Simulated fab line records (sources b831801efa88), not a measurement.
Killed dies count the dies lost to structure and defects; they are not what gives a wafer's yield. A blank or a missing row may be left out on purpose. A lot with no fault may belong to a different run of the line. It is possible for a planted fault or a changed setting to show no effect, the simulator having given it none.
A lot that was struck, set against a sound lot | flow gf180mcu | 20 out of 602 route steps
Sound: wafers L116.4, L116.5, L116.6. Struck: wafers L126.1, L126.2, L126.3. At the end, the cause is stated.
Order at every step that has rows: each side's tool, ch and its chambers, its first start. Under that, the readings that differ: sound wafers | struck wafers | difference of the means | sigmas: that difference in standard deviations of wafers without a fault.
alike: same words and numbers on both sides, and readings whose means sit less than 2 such deviations apart. not compared: any withheld reading, any reading some wafer has no value for, any bound like >300 that may hide the same value, and any number with overlapping values for which the record gives no deviation.
The two part at a step that has a row with sigmas, a row that says differs or no value, or rows on one side only. When numbers do not overlap yet have no deviation, they are printed without sigmas and do not part them. Lack of a reading on every wafer of one side parts them only where that side has two or more wafers.

first, 1 step without rows for these wafers: GF_HV_LDD_DEVELOP_06 (develop time 60 s).
GF_HV_LDD_CD_MEAS_07 targets a cd of 400 nm.
  sound on cdSem-01, day 10 23:09; struck on cdSem-02, day 14 07:38
reading   | sound             | struck            | difference | sigmas
cdNm (nm) | 402.1 402.8 401.5 | 396.1 397.6 397.8 | -5.0       | -2
GF_HV_LDD_OVL_MEAS_08:
  sound on overlay-01, day 10 23:13; struck on overlay-02, day 14 07:45
  alike: HV_LDD_OVL
following that, these wafers have no rows for 1 step: GF_HV_LDD_IMPLANT_09.
GF_HV_LDD_STRIP_10: strips in O2/N2.
  sound on plasmaAsher-03 ch 0,1, day 10 23:26; struck on plasmaAsher-03 ch 0,1, day 14 07:56
reading                  | sound             | struck            | difference | sigmas
stripTimeToEndpointS (s) | 12.63 12.58 12.60 | 12.69 12.70 12.70 | +0.09      | +3
  alike: drypumpMotorCurrentA, heaterPowerW, oesProductAu
  not compared: rfHoursCounterH
GF_HV_LDD_TW_MEAS_11:
  sound on filmMetro-03, day 10 23:31; struck on filmMetro-01, day 14 08:07
reading   | sound          | struck         | difference | sigmas
HV_LDD_TW | 2366 2378 2375 | 2448 2456 2454 | +80        | +3
then, 6 steps without rows for these wafers: GF_HV_LDD_DEHYDRATE_12 (time 60 s); GF_HV_LDD_HMDS_13 (prime time 60 s); GF_HV_LDD_COAT_14 (resist thk 1000 nm); GF_HV_LDD_SOFTBAKE_15 (time 60 s); GF_HV_LDD_EXPOSE_16 (exposes mask Pplus LV AREA, target cd 400 nm); GF_HV_LDD_PEB_17.
GF_HV_LDD_DEVELOP_18: develop time 60 s.
  sound on lithoTrack-01 ch 0, day 11 17:12; struck on lithoTrack-03 ch 0, day 15 04:50
  alike: developerTempC
GF_HV_LDD_CD_MEAS_19 targets a cd of 400 nm.
  sound on cdSem-01, day 11 17:20; struck on cdSem-02, day 15 04:59
reading   | sound             | struck | difference                    | sigmas
cdNm (nm) | 400.7 399.4 400.2 | - - -  | no value on the struck wafers | 
GF_HV_LDD_OVL_MEAS_20:
  sound on overlay-02, day 11 17:25; struck on overlay-02, day 15 05:06
reading            | sound         | struck | difference                    | sigmas
HV_LDD_01_OVL (nm) | -0.8 0.2 -0.8 | - - -  | no value on the struck wafers | 
following that, these wafers have no rows for 1 step: GF_HV_LDD_IMPLANT_21.
GF_HV_LDD_STRIP_22: strips in O2/N2.
  sound on plasmaAsher-03 ch 0,1, day 11 17:37; struck on plasmaAsher-03 ch 0,1, day 15 05:17
  alike: drypumpMotorCurrentA, heaterPowerW, oesProductAu, stripTimeToEndpointS
  not compared: rfHoursCounterH
GF_HV_LDD_TW_MEAS_23:
  sound on filmMetro-03, day 11 17:43; struck on filmMetro-03, day 15 05:23
reading     | sound          | struck   | difference | sigmas
HV_LDD_2_TW | 1042 1052 1047 | 30 30 30 | -1017      | -78
then, 1 step without rows for these wafers: GF_HV_LDD_DEHYDRATE_24 (time 60 s).
-- a jump in the record: the struck wafers' starts before and after are 18 days apart (it breaks off in module HV_LDD and resumes in module PASSIVATION, where the first step shown is number 602 of the route) --
GF_PASSIVATION_PROBE_99:
  the record has rows for the struck wafers here (prober-02, day 33 01:25) and none for the sound ones

== WHERE THEY PART ==
Earliest at GF_HV_LDD_CD_MEAS_07; latest, in this record, at GF_PASSIVATION_PROBE_99.

WHY: the cause the simulator had injected
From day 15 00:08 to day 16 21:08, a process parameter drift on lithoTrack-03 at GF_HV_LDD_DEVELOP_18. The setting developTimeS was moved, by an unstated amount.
